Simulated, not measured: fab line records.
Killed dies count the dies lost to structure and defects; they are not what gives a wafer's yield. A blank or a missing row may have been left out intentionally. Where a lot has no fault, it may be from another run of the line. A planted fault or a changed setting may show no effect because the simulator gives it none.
fab line records	flow sky130
record lots=5	wafers=15	last_day=49
route steps=708 shown LDD_HVP@281 LDD_LDN@289 PAD_OPEN@708
lots with no fault: from the same line, run without faults
start_h: hours from the record's first day to the start of the lot's first wafer shown	wait_h: hours since the lot's step before	" the same as in the row above	L1.1+2: one row covering several wafers at once	- either no value or no given start	* or withheld: withheld	< > ~ a bound
route shown NAME@n: a module of which the file shows steps, and the number in the route of the first	usual: mean/standard deviation taken from wafers without a fault	same: alike in all rows	chamber/n: place in a boat	sites: the reading at each site	_std_site: their standard deviation	_edge_site: outer sites' mean less inner sites'	radius_mm: how far each site lies from the wafer's centre	mask NAME#n: copy n	behind: the last tool/chamber to shape the wafer	hold: why the lot was held/for how many hours/how that ended	device: whichever transistor did not switch (one of n, p or np)	end of line: the tests these same wafers got at the end of their route	a step given without rows: its recipe and nothing more	killed: count of dies lost to structure and defects at first sort (not the wafer's yield)	map: a wafer's dies, marking killed ones x, the rest . and places with no die _
set.NAME: the setting the step ran with; set.NAME@STEP: the setting that earlier step ran with	model.NAME: the simulator's own value behind a step, which no gauge read
lots seen at some steps along the route; tables by step, rows by wafer
services: a tool's chamber out of use, with start hour (start_h, from the record's first day; less than 0 if before it), hours out, and reason
## steps
# step SKY_LDD_HVP_SOFTBAKE_03
# recipe temp_c=90	time_s=60	resist=NOVOLAK
# step SKY_LDD_HVP_EXPOSE_04
# recipe mask_id=HVPTM	na=0.6	source_shape=conventional	sigma_outer=0.6	polarization=unpolarized	target_cd_nm=700	dose_mj=86
# step SKY_LDD_HVP_PEB_05
# recipe temp_c=withheld	time_s=*	resist=NOVOLAK
# step SKY_LDD_HVP_DEVELOP_06
# recipe resist=NOVOLAK	developer=TMAH	develop_time_s=60	dev_temp_c=23
# step SKY_LDD_HVP_OVL_MEAS_07
# usual LDD_HVP_OVL=0.4/1.4
lot.wafer	tool	chamber	start_h	wait_h	LDD_HVP_OVL[nm]
L227.3	overlay-02	-	521.98	0.1	0.0
L227.5	"	-	"	"	0.3
L227.6	"	-	"	"	-1.3
L229.1	overlay-02	-	545.02	0.1	0.0
L229.2	"	-	"	"	-1.6
L229.6	"	-	"	"	-0.4
L232.1	overlay-01	-	571.53	0.1	-1.9
L232.4	"	-	"	"	-1.3
L232.5	"	-	"	"	1.8
L233.2	overlay-01	-	574.67	0.1	-0.2
L233.4	"	-	"	"	-0.1
L233.5	"	-	"	"	-1.4
L242.2	overlay-02	-	655.42	0.1	1.4
L242.3	"	-	"	"	0.9
L242.6	"	-	"	"	1.3
# step SKY_LDD_HVP_IMPLANT_08
# recipe species=B	energy_kev=20	dose_cm2=1.685e+13	tilt_deg=17.9
# step SKY_LDD_HVP_STRIP_09
# recipe chemistry=O2/N2	power_w=1400	pressure_mtorr=1500	platen_temp_c=withheld	o2_flow_sccm=3000	n2_flow_sccm=300	overash_fraction=0.5
# usual drypump_motor_current_A=5.8/0.51	oes_product_au=0.408/0.0048	strip_time_to_endpoint_s=4.132/0.015
lot.wafer	tool	chamber	start_h	wait_h	drypump_motor_current_A	oes_product_au	rf_hours_counter_h	strip_time_to_endpoint_s
L227.3	plasma_asher-02	1	522.19	0.1	6.4	0.412	-	4.140
L227.5	"	0	"	"	5.4	0.405	-	4.151
L227.6	"	1	"	"	6.5	0.408	-	4.144
L229.1	plasma_asher-01	0	545.20	0.1	5.5	0.409	44	4.138
L229.2	"	1	"	"	6.4	0.412	44	4.134
L229.6	"	1	"	"	6.4	0.418	-	4.130
L232.1	plasma_asher-04	1	571.72	0.1	5.1	0.410	13	4.151
L232.4	"	1	"	"	5.1	0.405	-	4.128
L232.5	"	1	"	"	5.1	0.400	-	4.134
L233.2	plasma_asher-04	0	574.85	0.1	6.2	0.408	14	4.110
L233.4	"	1	"	"	5.1	0.417	-	4.141
L233.5	"	1	"	"	5.1	0.411	-	4.136
L242.2	plasma_asher-01	1	655.92	0.1	6.4	0.400	56	4.098
L242.3	"	0	"	"	5.5	0.401	-	4.114
L242.6	"	0	"	"	5.5	0.415	-	4.119
# step SKY_LDD_HVP_TW_MEAS_10
# usual LDD_HVP_TW=453/3.9
lot.wafer	tool	chamber	start_h	wait_h	LDD_HVP_TW
L227.3	film_metro-02	-	522.27	0.1	452
L227.5	"	-	"	"	450
L227.6	"	-	"	"	451
L229.1	film_metro-03	-	545.30	0.1	457
L229.2	"	-	"	"	458
L229.6	"	-	"	"	457
L232.1	film_metro-03	-	571.82	0.1	459
L232.4	"	-	"	"	455
L232.5	"	-	"	"	455
L233.2	film_metro-04	-	574.96	0.1	454
L233.4	"	-	"	"	457
L233.5	"	-	"	"	453
L242.2	film_metro-04	-	656.03	0.1	456
L242.3	"	-	"	"	457
L242.6	"	-	"	"	455
# step SKY_LDD_LDN_DEHYDRATE_00
# recipe temp_c=200	time_s=60
# step SKY_LDD_LDN_HMDS_01
# recipe prime_time_s=60	prime_temp_c=120
# step SKY_LDD_LDN_COAT_02
# recipe resist=NOVOLAK	spin_rpm=3000	resist_thk_nm=1140
# step SKY_LDD_LDN_SOFTBAKE_03
# recipe temp_c=90	time_s=60	resist=NOVOLAK
# step SKY_LDD_LDN_EXPOSE_04
# recipe mask_id=LDNTM	na=0.6	source_shape=conventional	sigma_outer=0.6	polarization=unpolarized	target_cd_nm=700	dose_mj=140
# same sigma_outer=0.6
lot.wafer	tool	chamber	start_h	wait_h	mask
L227.3+5+6	iline_stepper-02	0	537.78	-	LDNTM#0
L229.1+2+6	iline_stepper-01	0	560.02	-	LDNTM#0
L232.1+4+5	iline_stepper-02	0	586.57	-	PSDM#0
L233.2+4+5	iline_stepper-01	0	589.58	-	LDNTM#0
L242.2+3+6	iline_stepper-02	0	669.87	-	LDNTM#0
# step SKY_LDD_LDN_PEB_05
# recipe temp_c=withheld	time_s=*	resist=NOVOLAK
# step SKY_LDD_LDN_DEVELOP_06
# recipe resist=NOVOLAK	developer=TMAH	develop_time_s=60	dev_temp_c=23
# step SKY_LDD_LDN_OVL_MEAS_07
# usual LDD_LDN_OVL=-0.5/1.4
lot.wafer	tool	chamber	start_h	wait_h	LDD_LDN_OVL[nm]
L227.3	overlay-02	-	551.58	0.1	0.4
L227.5	"	-	"	"	0.3
L227.6	"	-	"	"	0.0
L229.1	overlay-01	-	574.78	0.1	0.5
L229.2	"	-	"	"	-0.2
L229.6	"	-	"	"	-0.6
L232.1	overlay-01	-	601.15	0.1	-
L232.4	"	-	"	"	-
L232.5	"	-	"	"	-
L233.2	overlay-01	-	603.87	0.1	-0.3
L233.4	"	-	"	"	0.0
L233.5	"	-	"	"	-0.4
L242.2	overlay-01	-	683.97	0.1	-1.9
L242.3	"	-	"	"	-1.0
L242.6	"	-	"	"	-0.6
# step SKY_LDD_LDN_IMPLANT_08
# recipe species=As	energy_kev=15	dose_cm2=1.25e+13	tilt_deg=withheld	rotation_deg=23
# step SKY_LDD_LDN_IMPLANT_09
# recipe species=As	energy_kev=15	dose_cm2=1.25e+13	tilt_deg=withheld	rotation_deg=113
# step SKY_LDD_LDN_IMPLANT_10
# recipe species=As	energy_kev=15	dose_cm2=1.25e+13	tilt_deg=withheld	rotation_deg=203
# step SKY_LDD_LDN_IMPLANT_11
# recipe species=As	energy_kev=15	dose_cm2=1.25e+13	tilt_deg=withheld	rotation_deg=293
# step SKY_LDD_LDN_STRIP_12
# recipe chemistry=O2/N2	power_w=1400	pressure_mtorr=1500	platen_temp_c=withheld	o2_flow_sccm=3000	n2_flow_sccm=300	overash_fraction=0.5
# usual drypump_motor_current_A=5.9/0.49	oes_product_au=0.715/0.0047	strip_time_to_endpoint_s=14.18/0.053
lot.wafer	tool	chamber	start_h	wait_h	drypump_motor_current_A	oes_product_au	rf_hours_counter_h	strip_time_to_endpoint_s
L227.3	plasma_asher-03	1	552.24	0.1	6.5	0.719	-	14.19
L227.5	"	1	"	"	6.5	0.726	-	14.17
L227.6	"	0	"	"	5.5	0.709	-	14.20
L229.1	plasma_asher-03	0	575.41	0.1	5.5	0.713	66	14.11
L229.2	"	1	"	"	6.5	0.718	66	14.17
L229.6	"	1	"	"	6.5	0.720	-	14.14
L232.1	plasma_asher-04	0	601.79	0.1	6.1	0.723	16	14.11
L232.4	"	1	"	"	5.2	0.717	-	14.13
L232.5	"	0	"	"	6.1	0.714	-	14.10
L233.2	plasma_asher-03	0	604.50	0.1	5.5	0.717	69	14.14
L233.4	"	0	"	"	5.5	0.716	-	14.13
L233.5	"	0	"	"	5.5	0.718	-	14.11
L242.2	plasma_asher-01	1	684.60	0.1	6.4	0.721	59	14.05
L242.3	"	0	"	"	5.5	0.711	-	14.06
L242.6	"	0	"	"	5.5	0.722	-	14.09
# step SKY_LDD_LDN_TW_MEAS_13
# usual LDD_LDN_TW=1474/11
lot.wafer	tool	chamber	start_h	wait_h	LDD_LDN_TW
L227.3	film_metro-03	-	552.32	0.1	1491
L227.5	"	-	"	"	1493
L227.6	"	-	"	"	1482
L229.1	film_metro-01	-	575.68	0.2	1481
L229.2	"	-	"	"	1477
L229.6	"	-	"	"	1476
L232.1	film_metro-01	-	601.89	0.1	30
L232.4	"	-	"	"	30
L232.5	"	-	"	"	30
L233.2	film_metro-01	-	604.61	0.1	1485
L233.4	"	-	"	"	1475
L233.5	"	-	"	"	1469
L242.2	film_metro-03	-	684.71	0.1	1470
L242.3	"	-	"	"	1471
L242.6	"	-	"	"	1465
# step SKY_LDD_LDN_CLEAN_14
# recipe chemistry=SC1/SC2	mix=1:4:20	temp_c=70	time_s=150	dry=n2_spin
# step SKY_PAD_OPEN_PROBE_99
lot.wafer	tool	chamber	start_h	wait_h	model.etest.pfet_01v8.r_on_ohm_um	model.etest.pfet_g5v0d10v5.r_on_ohm_um	model.etest.pfet_01v8.drive_ua_um	model.etest.pfet_01v8_hvt.drive_ua_um	model.etest.sram_pfet_latch.drive_ua_um	model.etest.pfet_01v8_mvt.drive_ua_um	model.etest.pfet_01v8_lvt.drive_ua_um	model.etest.res_pdiff.line_ohm_um
L227.3	prober-01	-	1096.63	0.2	2917	4866	189.7	142.1	138.9	150.4	174.6	1370
L227.5	prober-01	-	1096.73	0.2	2879	4804	192.5	145.6	144.5	150.9	178.8	1352
L227.6	prober-01	-	1096.78	0.2	2901	4903	192.5	143.6	143	152.7	175.8	1371
L229.1	prober-01	-	1105.80	0.1	2788	4693	201.6	151.2	150.6	157.7	177.1	1349
L229.2	prober-01	-	1105.85	0.1	2802	4738	198.4	149.1	150.3	157.3	176.9	1322
L229.6	prober-01	-	1106.05	0.2	2801	4697	201.7	151.6	147.1	160	177.7	1320
L232.1	prober-02	-	1123.31	0.1	7726	4922	70.25	47.53	45.46	79.07	112.2	1451
L232.4	prober-02	-	1123.46	0.2	6494	4921	84.31	59.79	59.37	91.7	124.3	1464
L232.5	prober-02	-	1123.51	0.2	6685	4916	81.31	57.28	54.85	87.83	120.2	1459
L233.2	prober-01	-	1126.09	0.1	2879	4821	195.5	146.4	138.9	152.7	174.9	1400
L233.4	prober-01	-	1126.19	0.2	2869	4768	196.3	148.6	149.5	154.1	176.5	1368
L233.5	prober-01	-	1126.24	0.2	2862	4848	196.3	144.6	140.9	151.1	175.3	1383
L242.2	prober-01	-	1177.72	0.1	2854	4743	194.7	146.3	134.1	150.2	175	1342
L242.3	prober-01	-	1177.77	0.2	2872	4791	192.1	143.1	141.2	151.8	173.5	1368
L242.6	prober-01	-	1177.92	0.2	2845	4764	194.2	144.9	140.6	152.3	173.4	1370
# killed by level:class
L227.3 CONTACT:geometric_particle:open=14 METAL1:geometric_particle:short=10 LI_CONTACT:geometric_particle:open=9 VIA2:geometric_particle:open=9 VIA1:geometric_particle:open=8 VIA1:geometric_particle:short=6 METAL3:geometric_particle:short=6 METAL2:geometric_particle:short=5
L227.5 VIA1:geometric_particle:open=14 FIELD_ISO:geometric_particle:open=6 CONTACT:geometric_particle:open=6 METAL1:geometric_particle:short=6 FIELD_ISO:geometric_particle:short=5 LI_CONTACT:geometric_particle:open=5 POLY_GATE:geometric_particle:open=4 METAL4:geometric_particle:short=4
L227.6 VIA1:geometric_particle:open=11 LI_CONTACT:geometric_particle:open=10 VIA2:geometric_particle:open=7 VIA2:geometric_particle:short=7 VIA3:geometric_particle:open=6 CONTACT:geometric_particle:short=6 CONTACT:geometric_particle:open=6 METAL1:geometric_particle:short=6
L229.1 CONTACT:geometric_particle:open=12 VIA1:geometric_particle:open=10 CONTACT:geometric_particle:short=7 VIA2:geometric_particle:open=6 VIA3:geometric_particle:open=6 SPACER:geometric_particle:open=5 METAL1:geometric_particle:short=4 VIA2:geometric_particle:short=4
L229.2 METAL1:geometric_particle:short=9 CONTACT:geometric_particle:open=9 METAL2:geometric_particle:short=7 VIA2:geometric_particle:open=6 VIA1:geometric_particle:short=5 VIA1:geometric_particle:open=5 CONTACT:geometric_particle:short=4 METAL3:geometric_particle:short=4
L229.6 CONTACT:geometric_particle:open=13 VIA1:geometric_particle:open=12 METAL2:geometric_particle:short=8 LI_CONTACT:geometric_particle:open=6 CONTACT:geometric_particle:short=5 VIA2:geometric_particle:open=5 VIA3:geometric_particle:open=5 POLY_GATE:geometric_particle:short=4
L233.2 LI_CONTACT:geometric_particle:open=8 CONTACT:geometric_particle:short=8 CONTACT:geometric_particle:open=8 METAL2:geometric_particle:short=8 VIA1:geometric_particle:open=7 METAL1:geometric_particle:short=7 FIELD_ISO:geometric_particle:open=4 VIA3:geometric_particle:open=4
L233.4 CONTACT:geometric_particle:open=14 CONTACT:geometric_particle:short=9 VIA2:geometric_particle:open=8 VIA1:geometric_particle:open=8 METAL2:geometric_particle:short=5 POLY_GATE:geometric_particle:short=4 LI_CONTACT:geometric_particle:open=4 METAL3:geometric_particle:short=4
L233.5 VIA1:geometric_particle:open=12 METAL2:geometric_particle:short=8 CONTACT:geometric_particle:open=7 METAL1:geometric_particle:short=6 CONTACT:geometric_particle:short=6 VIA2:geometric_particle:open=6 METAL2:geometric_particle:open=5 LOCAL_INTERCONNECT:geometric_particle:short=4
L242.2 VIA3:geometric_particle:open=12 VIA1:geometric_particle:open=11 VIA2:geometric_particle:open=8 LI_CONTACT:geometric_particle:open=7 METAL2:geometric_particle:short=7 CONTACT:geometric_particle:open=6 METAL4:geometric_particle:short=6 LOCAL_INTERCONNECT:geometric_particle:short=5
L242.3 CONTACT:geometric_particle:open=19 VIA1:geometric_particle:open=16 LI_CONTACT:geometric_particle:open=13 FIELD_ISO:geometric_particle:open=6 VIA1:geometric_particle:short=6 METAL2:geometric_particle:short=5 LI_CONTACT:geometric_particle:short=5 VIA3:geometric_particle:open=5
L242.6 CONTACT:geometric_particle:open=11 VIA1:geometric_particle:open=10 METAL2:geometric_particle:short=8 VIA3:geometric_particle:open=6 METAL1:geometric_particle:short=5 FIELD_ISO:geometric_particle:open=4 CONTACT:geometric_particle:short=4 FIELD_ISO:geometric_particle:short=3
## services
tool	chamber	start_h	hours	kind
plasma_asher-04	-	500.80	1.5	repair
plasma_asher-02	-	532.22	3.3	repair
iline_stepper-01	-	534.86	8.5	repair
plasma_asher-04	-	543.02	10.0	pm
iline_stepper-02	-	543.32	1.7	pm
plasma_asher-02	-	550.34	2.8	pm
plasma_asher-03	-	569.85	1.9	repair
iline_stepper-02	-	587.28	19.3	repair
iline_stepper-01	-	593.37	11.7	repair
iline_stepper-01	-	599.30	-	calibration
iline_stepper-01	-	605.93	5.9	repair
iline_stepper-01	-	611.80	4.3	pm
iline_stepper-01	0	624.82	-	calibration
iline_stepper-02	0	630.38	-	calibration
plasma_asher-03	-	635.21	1.6	repair
## key
first_sign step=SKY_LDD_LDN_EXPOSE_04	reading=mask	direction=changed
effect step=SKY_LDD_LDN_OVL_MEAS_07	reading=LDD_LDN_OVL	direction=missing
effect step=SKY_LDD_LDN_TW_MEAS_13	reading=LDD_LDN_TW	direction=down	sigmas=99+	usual=1474	struck=30
model_effect step=SKY_PAD_OPEN_PROBE_99	value=etest.pfet_01v8.r_on_ohm_um	without=2792	struck=6968
met_at SKY_LDD_LDN_EXPOSE_04
struck_wafers L232.1,L232.4,L232.5
sort_left_out L232.1,L232.4,L232.5
tester_left_out L232
onset_between 537.78 586.57
fault kind=wrong_mask	tool=any	chamber=-	onset_h=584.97	steps=SKY_LDD_LDN_EXPOSE_04	aux_copy=PSDM#0	scope=struck_lots_only
# tester_left_out: of these lots the tester's yield and bins aren't shown, on N5 and GAA mostly nor the transistor test; their killed dies are dies lost to structure and defects alone, not to doping, threshold or leakage, so they don't give the yield
# sort_left_out: the simulated sort isn't trusted on such a fault, so these wafers' sort isn't shown, and their yield isn't known
